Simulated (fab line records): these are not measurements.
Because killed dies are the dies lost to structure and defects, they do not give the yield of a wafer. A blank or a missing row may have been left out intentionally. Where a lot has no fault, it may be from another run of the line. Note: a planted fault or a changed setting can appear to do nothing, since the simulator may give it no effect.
Code-filled problem report in 8D (eight disciplines) form / flow sky130 / the parts of the form that need people (team, actions taken, sign-off) are left out

1. THE PROBLEM
Wafers without a fault read 2999.9 rpm, standard deviation 2.3; spin speed rpm at SKY_CONTACT_COAT_08 reads a mean of 2952.5 rpm on 9 wafers belonging to 3 lots. Measured from the usual mean, that is -21 standard deviations.
The step: resist thk 60 nm.
First observed at day 36 00:29: wafer L467.1, on litho track-01. The record has a number at this step for 45 wafers belonging to 15 lots. By rule, "out" or "out of limits" means more than 4 standard deviations away from the usual mean. The rest of the wafers with a number are treated as sound.

2. WHAT IT IS; WHAT IT IS NOT
question=which readings at this step | is=spin speed rpm | is not=-
question=which lots | is=L467, L470, L471 | is not=L453, L455, L457, L458, L459, L460, L461, L462, L463, L465, L466, L476
question=which wafers of those lots | is=all that have a number | is not=-
question=read on which tools | is=litho track-01 | is not=litho track-03, litho track-04
question=when | is=from day 36 00:29 | is not=up to then (33 sound wafers); but 3 sound wafers of L476 came after

3. WHAT RULES OUT EACH SUSPECT
Counting: any tool at a process step up to the reading is kept as a suspect provided that every lot that is out went through it and no sound lot did after the first of them.
- litho track-01 at SKY_CONTACT_COAT_08 (resist thk 60 nm): kept. It processed each lot that is out, first L467 at day 36 00:29, and no sound lot thereafter; up to then, the last sound lot it processed was L465 at day 35 05:56. Its own spin speed rpm readings are out on those wafers.
After counting, what remains is litho track-01 at SKY_CONTACT_COAT_08.

4. THE CAUSE (what the simulator had put in)
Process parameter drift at SKY_CONTACT_COAT_08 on litho track-01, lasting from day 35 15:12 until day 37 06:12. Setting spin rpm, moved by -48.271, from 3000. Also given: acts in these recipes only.
The count eliminated every tool but this one.

5. THE EFFECT CHAIN, in route order
One row per reading whose mean, taken over the struck wafers that have a number, lies over 3 standard deviations from the usual. Scope: only readings with a usual standard deviation given in the record; hours: median across lots of the time from each lot's start at the first step in this table that gives one to its start at this step; sigmas: change in usual standard deviations.
hours=0; step=SKY_CONTACT_COAT_08; reading=spin speed rpm; usual=2999.9 rpm; on struck wafers=2952.5; change=-47.4; sigmas=-21
Here are the process steps it includes:
- SKY_CONTACT_COAT_08: resist thk 60 nm.

6. WHAT WOULD HAVE CAUGHT IT SOONER
First out-of-limits reading in this record: day 36 00:29, which is 9 hours after fault onset at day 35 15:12.
